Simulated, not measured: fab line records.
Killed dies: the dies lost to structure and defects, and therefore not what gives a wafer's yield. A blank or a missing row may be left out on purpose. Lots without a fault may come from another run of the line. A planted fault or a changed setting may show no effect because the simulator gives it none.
The tool behind it: which one? ; flow gf180mcu ; 10 lots, 30 wafers sampled, at 6 steps of a route of 602

WHAT THE GAUGES READ, wafer by wafer
GF_V5_CD_MEAS_14: target cd 260 nm. Usual: cd_nm 259.7 nm, standard deviation 1.2.
lot;measured;on;cd_nm (nm);flag
L882;day 27 05:53;cd_sem-02;259.9 260.7 260.6;
L885;day 28 08:22;cd_sem-01;260.4 260.1 261.4;
L886;day 28 12:10;cd_sem-01;257.9 258.8 259.0;
L892;day 30 19:16;cd_sem-02;259.2 258.4 257.2;
L894;day 31 04:40;cd_sem-01;259.6 260.3 259.2;
L897;day 32 00:01;cd_sem-01;258.4 258.0 257.5;
L900;day 32 13:37;cd_sem-02;261.8 262.4 262.1;
L902;day 33 07:41;cd_sem-01;260.1 260.4 260.3;
L903;day 33 08:01;cd_sem-02;260.1 259.7 260.2;
L904;day 33 17:53;cd_sem-01;259.6 258.9 258.8;

GF_TOP_METAL_RS_MEAS_05: measurement is done with a four-point probe. Usual: TOP_METAL_ALCU_RS typically reads 0.0327 ohm/sq, with standard deviation 0.00031.
lot;measured;on;TOP_METAL_ALCU_RS (ohm/sq);flag
L882;day 27 07:41;film_metro-02;0.0329 0.0326 0.0328;
L885;day 28 10:08;film_metro-02;0.0323 0.0321 0.0320;
L886;day 28 13:58;film_metro-01;0.0327 0.0329 0.0333;
L892;day 30 21:02;film_metro-04;0.0374 0.0331 0.0329 0.0372 0.0331 0.0329;OFF
L894;day 31 06:52;film_metro-04;0.0326 0.0371 0.0329 0.0327 0.0372 0.0329;OFF
L897;day 32 01:47;film_metro-02;0.0333 0.0330 0.0328;
L900;day 32 15:46;film_metro-01;0.0331 0.0328 0.0331;
L902;day 33 09:28;film_metro-01;0.0327 0.0329 0.0331;
L903;day 33 09:47;film_metro-04;0.0329 0.0332 0.0331;
L904;day 33 19:41;film_metro-01;0.0326 0.0323 0.0324;

GF_TOP_METAL_THK_MEAS_06: measures by xrf. Usual: TOP_METAL_ALCU_THK typically reads 897 nm, with standard deviation 9.2.
lot;measured;on;TOP_METAL_ALCU_THK (nm);flag
L882;day 27 07:48;film_metro-02;892 903 899;
L885;day 28 10:14;film_metro-02;911 918 916;
L886;day 28 14:04;film_metro-01;895 890 880;
L892;day 30 23:53;film_metro-04;783 888 886 781 887 886;OFF
L894;day 31 16:14;film_metro-04;894 787 886 892 786 885;OFF
L897;day 32 01:53;film_metro-02;877 887 897;
L900;day 32 15:52;film_metro-01;890 898 891;
L902;day 33 09:34;film_metro-01;899 896 892;
L903;day 33 09:54;film_metro-04;892 881 884;
L904;day 33 19:47;film_metro-01;898 914 906;

WHAT TOOL EACH LOT RAN ON (gives the tool, then ch and the chambers of the sampled wafers, and finally the start)
lot;GF_V5_ETCH_16;GF_TOP_METAL_SPUTTER_02;GF_TOP_METAL_SPUTTER_04
L882;rie_diel-03 ch 0,1,3, day 27 06:03;pvd_sputter-04, day 27 07:35;pvd_sputter-04, day 27 07:39
L885;rie_diel-04 ch 0,2,3, day 28 08:29;pvd_sputter-01, day 28 10:00;pvd_sputter-01, day 28 10:04
L886;rie_diel-02 ch 0,1,3, day 28 12:18;pvd_sputter-04, day 28 13:51;pvd_sputter-04, day 28 13:55
L892;rie_diel-04 ch 0,1,3, day 30 19:24;pvd_sputter-04, day 30 20:55;pvd_sputter-04, day 30 20:59
L894;rie_diel-04 ch 1,2,3, day 31 04:48;pvd_sputter-04, day 31 06:46;pvd_sputter-04, day 31 06:49
L897;rie_diel-04 ch 0,3, day 32 00:08;pvd_sputter-02, day 32 01:39;pvd_sputter-02, day 32 01:43
L900;rie_diel-03 ch 0,1, day 32 13:44;pvd_sputter-01, day 32 15:38;pvd_sputter-01, day 32 15:42
L902;rie_diel-04 ch 0,2,3, day 33 07:50;pvd_sputter-01, day 33 09:21;pvd_sputter-01, day 33 09:25
L903;rie_diel-03 ch 1,2, day 33 08:11;pvd_sputter-02, day 33 09:41;pvd_sputter-02, day 33 09:45
L904;rie_diel-02 ch 0,2,3, day 33 18:01;pvd_sputter-01, day 33 19:34;pvd_sputter-01, day 33 19:37
- GF_V5_ETCH_16: etches BARC in N2/H2.
- GF_TOP_METAL_SPUTTER_02: material AlCu, target thk 900 nm, time 47.82 s.
- GF_TOP_METAL_SPUTTER_04: material TiN, target thk 25 nm, time 20.8 s.

WHAT THE TOOLS THEMSELVES READ (means of the sampled wafers that have a number; where no wafer has one, the mark that the record gives instead)
GF_V5_ETCH_16. Usual: drypump_motor_current_A 5.6 A, standard deviation 0.4; oes_product_au 0.855 a.u., standard deviation 0.0049; throttle_valve_pct 13.224 %, standard deviation 0.0093.
lot;tool;drypump_motor_current_A (A);oes_product_au (a.u.);throttle_valve_pct (%);flag
L882;rie_diel-03;5.5;0.852;13.220;
L885;rie_diel-04;5.6;0.849;13.229;
L886;rie_diel-02;5.7;0.855;13.221;
L892;rie_diel-04;5.5;0.858;13.223;
L894;rie_diel-04;5.7;0.856;13.224;
L897;rie_diel-04;5.5;0.854;13.235;
L900;rie_diel-03;5.5;0.856;13.222;
L902;rie_diel-04;5.6;0.854;13.230;
L903;rie_diel-03;5.5;0.854;13.220;
L904;rie_diel-02;5.7;0.855;13.226;

GF_TOP_METAL_SPUTTER_02. Usual: throttle_valve_pct 29.7 %, standard deviation 1.2.
lot;tool;throttle_valve_pct (%);flag
L882;pvd_sputter-04;29.4;
L885;pvd_sputter-01;29.6;
L886;pvd_sputter-04;29.5;
L892;pvd_sputter-04;30.0;
L894;pvd_sputter-04;30.3;
L897;pvd_sputter-02;30.5;
L900;pvd_sputter-01;30.1;
L902;pvd_sputter-01;28.7;
L903;pvd_sputter-02;31.2;
L904;pvd_sputter-01;29.0;

GF_TOP_METAL_SPUTTER_04. Usual: throttle_valve_pct 29.7 %, standard deviation 1.2.
lot;tool;throttle_valve_pct (%);flag
L882;pvd_sputter-04;29.5;
L885;pvd_sputter-01;29.8;
L886;pvd_sputter-04;29.7;
L892;pvd_sputter-04;29.9;
L894;pvd_sputter-04;30.2;
L897;pvd_sputter-02;30.3;
L900;pvd_sputter-01;30.2;
L902;pvd_sputter-01;28.8;
L903;pvd_sputter-02;31.2;
L904;pvd_sputter-01;29.0;

THE ANSWER, worked out from the rows above alone
Rule: lot off if the mean of its wafers having a number is beyond 3 standard deviations from the usual mean. A lot without any number at a reading at which 4 lots or more have one is off too. Where the step has rows for the other lots, those lots are counted as sound. After the gauges, taken in route order, come the tools' own readings; for these a lot's mean is taken, as printed above. The first step at which some lot is off is used, and at that step the reading that is off furthest; a lot without a number counts as furthest.
Off: at GF_TOP_METAL_RS_MEAS_05 (TOP_METAL_ALCU_RS), L892, L894.
If a tool, at a process step before that reading, ran all the lots that are off and no sound lot after the first of them, it fits. The gauges at GF_TOP_METAL_RS_MEAS_05 are tried like those tools. One fits: GF_TOP_METAL_SPUTTER_02 and GF_TOP_METAL_SPUTTER_04 on pvd_sputter-04. At GF_TOP_METAL_SPUTTER_02 its last sound lot is L886 (day 28 13:51), its first lot that is off L892 (day 30 20:55): a fault that began between those two fits.

WHAT THE SIMULATOR HAD PUT IN
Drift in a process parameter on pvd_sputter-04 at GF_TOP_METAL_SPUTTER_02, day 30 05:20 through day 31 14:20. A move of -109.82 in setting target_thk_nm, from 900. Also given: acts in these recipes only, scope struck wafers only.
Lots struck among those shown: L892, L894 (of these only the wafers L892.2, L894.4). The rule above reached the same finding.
